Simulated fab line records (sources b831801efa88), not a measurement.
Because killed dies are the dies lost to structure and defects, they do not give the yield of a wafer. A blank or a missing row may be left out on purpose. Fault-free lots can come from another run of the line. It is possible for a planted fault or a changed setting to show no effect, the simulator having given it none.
A single fault, viewed from 2 desks | flow sky130 | only its own numbers are on each desk; what lay behind them is given at the end

== METROLOGY DESK ==
What the gauges read for every lot (on any tool): the sampled wafers with a number, averaged. The brackets show how far a lot's mean lies from the usual mean; more than 4 standard deviations puts the lot out of limits, marked OUT.
Columns: A = NWELL_TW at SKY_NWELL_TW_MEAS_15, usual 1816; B = POLY_GATE_CVD_00_THK at SKY_POLY_GATE_THK_MEAS_01, usual 179.5 nm
lot  | first seen here | A    | B
L471 | day 4 14:50     | 1825 | 179.5
L475 | day 5 14:38     | 1830 | 177.7
L477 | day 6 01:52     | 1830 | 126.4 (-41) OUT
L486 | day 8 05:56     | 1826 | 179.0
L487 | day 8 11:47     | 1819 | 179.1
L488 | day 9 06:50     | 1787 | 178.5
L490 | day 9 08:26     | 1815 | 178.6
L491 | day 9 12:47     | 1814 | 179.0
L492 | day 9 20:10     | 1782 | 179.5
L494 | day 10 06:40    | 1813 | 178.2
Finding of this desk: L477 out of limits, first seen on L477 at day 16 05:55 (POLY_GATE_CVD_00_THK at SKY_POLY_GATE_THK_MEAS_01). L471, L475, L486, L487, L488, L490, L491, L492, L494 stayed within limits.

== FOR THE TOOL OWNER'S DESK: lpcvd-01 ==
The tool's own readings at SKY_POLY_GATE_CVD_00 (deposits poly-Si, target thk 180 nm, time 720 s): means of the sampled wafers that have a number, for each lot that ran on this tool. The brackets show how far a lot's mean lies from the usual mean; more than 4 standard deviations puts the lot out of limits, marked OUT.
Columns: A = pressureMtorr at SKY_POLY_GATE_CVD_00, usual 200.0 mTorr; B = zonePowerBottomPct at SKY_POLY_GATE_CVD_00, usual 13.11 %
lot  | first seen here | A                       | B
L471 | day 13 23:56    | 200.1                   | 13.07
L475 | day 15 14:12    | 199.8                   | 13.17
L477 | day 16 04:43    | 100.2 (-99 or more) OUT | 13.13
L486 | day 19 08:53    | 200.2                   | 13.04
L487 | day 19 20:25    | 200.0                   | 12.90
L488 | day 20 21:11    | 200.1                   | 13.13
L490 | day 20 22:23    | 199.6                   | 13.09
L491 | day 21 06:07    | 199.8                   | 13.16
L492 | day 21 13:46    | 200.2                   | 13.12
L494 | day 21 22:35    | 199.6                   | 13.12
This desk's verdict: out of limits on L477, starting with L477 at day 16 04:43 (pressureMtorr at SKY_POLY_GATE_CVD_00). L471, L475, L486, L487, L488, L490, L491, L492, L494 stayed within limits.

== BROUGHT TOGETHER ==
On L477, at day 16 04:43, an alarm was possible from the tool owner's desk.
At day 16 05:55 the metrology desk could have sounded an alarm, on L477.
Every lot named ran SKY_POLY_GATE_CVD_00 on lpcvd-01.

== WHAT THE SIMULATOR HAD INSERTED ==
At SKY_POLY_GATE_CVD_00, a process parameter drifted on lpcvd-01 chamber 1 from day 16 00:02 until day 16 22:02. Setting pressureMtorr shifted by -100 from 200.
Lots struck among those shown: L477.
Counting hours from when the fault started, the first reading out of limits came at 5 for the tool owner's desk and at 6 for the metrology desk.
